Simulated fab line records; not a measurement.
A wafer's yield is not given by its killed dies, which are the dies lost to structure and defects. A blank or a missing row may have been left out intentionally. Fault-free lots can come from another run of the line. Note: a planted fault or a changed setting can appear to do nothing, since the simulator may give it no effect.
Problem report, 8D (eight disciplines) form, completed by code | flow sky130 | the parts of the form that need people (team, actions taken, sign-off) are left out

== 1. THE PROBLEM ==
Across 6 wafers from 2 lots, VIA2_W_RS at SKY_VIA2_RS_MEAS_22 averages 0.2521 ohm/sq, while fault-free wafers read 0.2713 ohm/sq with a standard deviation of 0.0029. That is -6.6 standard deviations from the usual mean.
The step: measures by four-point-probe.
The first sign was on wafer L317.2 at day 40 15:57, on film_metro-02. At this step, 30 wafers from 10 lots have a number in the record. Rule for "out" (also "out of limits"): further than 4 standard deviations from the usual mean. All remaining wafers that have a number are taken as sound.

== 2. WHAT IT IS, AND WHAT IT ISN'T ==
question                    | is                           | is not
which readings at this step | VIA2_W_RS                    | -
which lots                  | L317, L320                   | L306, L308, L309, L310, L313, L314, L316, L326
which wafers of those lots  | all that have a number       | -
read on which gauges        | film_metro-02, film_metro-03 | film_metro-01
when                        | from day 40 15:57            | up to then (21 sound wafers); but 3 sound wafers of L326 came after

== 3. WHAT RULES OUT EACH SUSPECT ==
Counting: a tool at any process step up to the reading remains a suspect when it ran all the lots that are out and ran no sound lot after the first of those.
- the gauge at SKY_VIA2_RS_MEAS_22 is ruled out. The wafers that are out were read on 2 gauges (film_metro-02, film_metro-03).
- cvd_w-02 at SKY_VIA2_CVD_21 (deposits W, target thk 420 nm, time 126.4 s): kept. It processed each lot that is out, first L317 at day 40 15:48, and no sound lot thereafter; up to then, the last sound lot it processed was L314 at day 40 02:47. On those wafers its own readings are out: chamber_pressure_Torr.
The count leaves cvd_w-02 at SKY_VIA2_CVD_21.

== 4. THE CAUSE (what the simulator had put in) ==
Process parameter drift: cvd_w-02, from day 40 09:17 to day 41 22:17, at SKY_VIA2_CVD_21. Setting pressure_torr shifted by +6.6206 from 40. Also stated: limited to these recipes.
Counting left only this tool.

== 5. THE CHAIN OF EFFECTS, in route order ==
Each row: a reading whose mean over the struck wafers that have a number lies more than 3 standard deviations from the usual. Only readings for which the record gives a usual standard deviation are gone through. hours: the time from each lot's start at the first step in this table that gives one to its start at this step, as a median over the lots. sigmas: the change in usual standard deviations.
hours | step                 | reading               | usual         | on struck wafers | change  | sigmas
0     | SKY_VIA2_CVD_21      | chamber_pressure_Torr | 40.01 Torr    | 46.62            | +6.61   | +83
0     | SKY_VIA2_RS_MEAS_22  | VIA2_W_RS             | 0.2713 ohm/sq | 0.2521           | -0.0192 | -6.6
5     | SKY_VIA2_THK_MEAS_23 | VIA2_W_THK            | 410 nm        | 444              | +34     | +6.3
It contains these process steps:
- SKY_VIA2_CVD_21: deposits W, target thk 420 nm, time 126.4 s.

== 6. WHAT WOULD HAVE CAUGHT IT SOONER ==
The first out-of-limits reading at a measuring or inspecting step in this record came at day 40 15:57, 7 hours after the fault's start at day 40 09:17.
At SKY_VIA2_CVD_21, the tool's own readings (chamber_pressure_Torr) were out on each struck wafer the step has a row for, so an alarm limit on them would have fired on the first such wafer.
Among the 2 lots that are out, L320 began SKY_VIA2_CVD_21 on cvd_w-02 after day 40 15:57. A hold on the tool at that time would have spared it.
